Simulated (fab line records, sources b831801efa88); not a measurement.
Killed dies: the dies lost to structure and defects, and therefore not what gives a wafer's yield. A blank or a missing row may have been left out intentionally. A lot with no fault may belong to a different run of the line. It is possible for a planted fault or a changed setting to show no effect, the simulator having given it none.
Which tool did it? -- flow gf180mcu -- 36 wafers from 12 lots sampled at 6 of the route's 602 steps

## WHAT THE GAUGES READ, wafer by wafer
GF_NWELL_TW_MEAS_11. Usual: NWELL_TW gives 1575 (standard deviation 7.9).
lot,measured,on,NWELL_TW,flag
L701,day 3 06:43,film_metro-04,1577 1573 1565,
L702,day 3 14:15,film_metro-02,1583 1584 1583,
L704,day 3 23:36,film_metro-01,1578 1572 1579,
L705,day 4 04:50,film_metro-02,1582 1583 1582,
L708,day 4 22:03,film_metro-02,1587 1587 1576,
L711,day 5 15:17,film_metro-01,1568 1568 1577,
L712,day 5 21:02,film_metro-02,1573 1579 1580,
L713,day 6 00:48,film_metro-01,1574 1562 1561,
L714,day 6 08:49,film_metro-04,1570 1570 1570,
L717,day 6 22:36,film_metro-04,1569 1566 1562,
L723,day 8 06:30,film_metro-04,1601 1597 1609,OFF
L724,day 8 16:09,film_metro-01,1607 1610 1600,OFF

GF_VT_IMPLANT_RS_MEAS_47: a four-point-probe measurement. Usual: NWELL_RS gives 487.8 ohm/sq (standard deviation 1.1).
lot,measured,on,NWELL_RS (ohm/sq),flag
L701,day 7 11:46,film_metro-01,486.8 488.4 487.8,
L702,day 7 21:11,film_metro-04,488.4 486.6 486.1,
L704,day 8 08:31,film_metro-04,487.4 488.2 488.3,
L705,day 8 13:58,film_metro-02,487.4 488.4 488.4,
L708,day 9 13:02,film_metro-04,488.5 487.8 487.9,
L711,day 10 08:35,film_metro-04,488.3 487.0 487.3,
L712,day 10 14:59,film_metro-01,488.6 489.3 489.2,
L713,day 10 21:51,film_metro-04,486.0 487.1 487.5,
L714,day 11 07:44,film_metro-04,489.0 488.9 489.2,
L717,day 12 00:50,film_metro-02,488.3 488.8 489.0,
L723,day 13 16:39,film_metro-01,477.2 477.9 477.9,OFF
L724,day 14 04:17,film_metro-01,477.9 478.5 477.5,OFF

GF_M2_OVL_MEAS_15. Usual: M2_OVL gives -4 nm (standard deviation 5.1).
lot,measured,on,M2_OVL (nm),flag
L701,day 18 22:22,overlay-01,-1 2 -8,
L702,day 19 15:05,overlay-02,-3 -17 -10,
L704,day 20 09:13,overlay-02,-12 -5 -10,
L705,day 20 16:23,overlay-01,-2 3 -7,
L708,day 21 21:04,overlay-02,-7 -13 -18,
L711,day 22 23:49,overlay-01,-6 8 -3,
L712,day 23 08:47,overlay-01,9 4 3,
L713,day 23 16:55,overlay-02,-6 -5 -11,
L714,day 24 04:45,overlay-01,2 -5 -4,
L717,day 25 01:05,overlay-02,-2 -6 -2,
L723,day 26 17:50,overlay-02,2 -1 0,
L724,day 27 04:40,overlay-01,6 3 -7,

## EACH LOT AND THE TOOL THAT RAN IT (in order: tool; ch and the chambers of the sampled wafers; start)
lot,GF_NWELL_IMPLANT_09,GF_POLY_GATE_ETCH_12,GF_M2_SPUTTER_02
L701,"implanter-04 ch 0, day 3 06:29","rie_diel-03 ch 1,3, day 9 01:46","pvd_sputter-01, day 17 23:06"
L702,"implanter-04 ch 0, day 3 14:00","rie_diel-02 ch 0,3, day 9 12:55","pvd_sputter-01, day 18 15:22"
L704,"implanter-03 ch 0, day 3 23:21","rie_diel-03 ch 0,1,3, day 9 23:54","pvd_sputter-02, day 19 08:34"
L705,"implanter-03 ch 0, day 4 04:35","rie_diel-02 ch 0,1,3, day 10 07:04","pvd_sputter-02, day 19 15:50"
L708,"implanter-04 ch 0, day 4 21:48","rie_diel-03 ch 1,2,3, day 11 07:40","pvd_sputter-04, day 20 21:11"
L711,"implanter-04 ch 0, day 5 15:02","rie_diel-04 ch 0,2, day 12 03:36","pvd_sputter-02, day 22 00:35"
L712,"implanter-04 ch 0, day 5 20:47","rie_diel-02 ch 0,2, day 12 10:10","pvd_sputter-01, day 22 09:18"
L713,"implanter-01 ch 0, day 6 00:34","rie_diel-04 ch 2,3, day 12 18:10","pvd_sputter-04, day 22 18:09"
L714,"implanter-03 ch 0, day 6 08:37","rie_diel-04 ch 0,1,3, day 13 04:44","pvd_sputter-01, day 23 06:08"
L717,"implanter-04 ch 0, day 6 22:21","rie_diel-02 ch 2,3, day 13 23:18","pvd_sputter-04, day 24 02:09"
L723,"implanter-04 ch 0, day 8 06:16","rie_diel-02 ch 0,3, day 15 15:57","pvd_sputter-02, day 25 20:23"
L724,"implanter-04 ch 0, day 8 15:54","rie_diel-04 ch 1,2, day 16 03:07","pvd_sputter-04, day 26 08:01"
- GF_NWELL_IMPLANT_09
- GF_POLY_GATE_ETCH_12: etches BARC in N2/H2.
- GF_M2_SPUTTER_02: material AlCu, target thk 450 nm, time 23.9 s.

## AS READ BY THE TOOLS THEMSELVES (means over the sampled wafers that have a number; for cases with no such wafer, the mark the record gives instead)
GF_NWELL_IMPLANT_09. Usual: tilt_deg 0.002 degrees, standard deviation 0.019.
lot,tool,tilt_deg (degrees),flag
L701,implanter-04,-0.016,
L702,implanter-04,0.003,
L704,implanter-03,0.013,
L705,implanter-03,0.005,
L708,implanter-04,-0.006,
L711,implanter-04,0.002,
L712,implanter-04,0.013,
L713,implanter-01,0.007,
L714,implanter-03,-0.016,
L717,implanter-04,0.009,
L723,implanter-04,3.711,OFF
L724,implanter-04,3.715,OFF

GF_POLY_GATE_ETCH_12. Usual: drypump_motor_current_A 6.0 A, standard deviation 0.66; oes_product_au 0.736 a.u., standard deviation 0.0044; throttle_valve_pct 13.214 %, standard deviation 0.0088.
lot,tool,drypump_motor_current_A (A),oes_product_au (a.u.),throttle_valve_pct (%),flag
L701,rie_diel-03,6.6,0.733,13.213,
L702,rie_diel-02,5.7,0.733,13.208,
L704,rie_diel-03,6.6,0.737,13.213,
L705,rie_diel-02,5.4,0.731,13.221,
L708,rie_diel-03,6.6,0.736,13.218,
L711,rie_diel-04,5.7,0.737,13.215,
L712,rie_diel-02,5.2,0.732,13.220,
L713,rie_diel-04,5.8,0.733,13.206,
L714,rie_diel-04,5.6,0.740,13.213,
L717,rie_diel-02,5.2,0.732,13.217,
L723,rie_diel-02,5.8,0.735,13.210,
L724,rie_diel-04,6.1,0.731,13.215,

GF_M2_SPUTTER_02. Usual: chamber_pressure_pa 0.4000 Pa, standard deviation 0.00073; throttle_valve_pct 30.3 %, standard deviation 0.82.
lot,tool,chamber_pressure_pa (Pa),throttle_valve_pct (%),flag
L701,pvd_sputter-01,0.3999,29.6,
L702,pvd_sputter-01,0.3992,29.5,
L704,pvd_sputter-02,0.3995,30.6,
L705,pvd_sputter-02,0.4001,30.5,
L708,pvd_sputter-04,0.3999,30.6,
L711,pvd_sputter-02,0.3995,31.0,
L712,pvd_sputter-01,0.4006,29.7,
L713,pvd_sputter-04,0.4001,30.9,
L714,pvd_sputter-01,0.4009,30.2,
L717,pvd_sputter-04,0.4003,30.9,
L723,pvd_sputter-02,0.4000,31.1,
L724,pvd_sputter-04,0.4007,31.0,

## THE ANSWER, worked out from the rows above alone
Rule: a lot is off if the mean of its wafers that have a number lies more than 3 standard deviations from the usual mean. A lot without any number at a reading at which 4 lots or more have one is off too. All remaining lots with rows at the step are treated as sound. Order of review: gauges by route order, followed by the tools' own readings, for which a lot's mean as printed above is used. The first step at which some lot is off is used, and at that step the reading that is off furthest; a lot without a number counts as furthest.
Off: L723, L724, at GF_NWELL_TW_MEAS_11 (NWELL_TW).
A tool fits if, at a process step before that reading, it ran every lot that is off, and no sound lot after the first of them. The gauges at GF_NWELL_TW_MEAS_11 aren't tried: what is off there is off at GF_NWELL_IMPLANT_09 too, on other tools, and a gauge's error can't cause that. One fits: implanter-04 at GF_NWELL_IMPLANT_09. Its last sound lot is L717 (day 6 22:21), its first lot that is off L723 (day 8 06:16): a fault that began between those two fits.
The tool's own readings at GF_NWELL_IMPLANT_09 bear it out: on the lots that are off they differ by more than 5 times the standard deviation of the sound lots' means. tilt_deg reads 3.713 degrees there against 0.001 degrees on the sound lots.

## WHAT WAS PUT IN BY THE SIMULATOR
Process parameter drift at GF_NWELL_IMPLANT_09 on implanter-04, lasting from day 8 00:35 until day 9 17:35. A move of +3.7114 in setting tilt_deg, from 0. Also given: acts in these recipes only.
Struck lots among those shown: L723, L724. The rule given above showed the same thing.
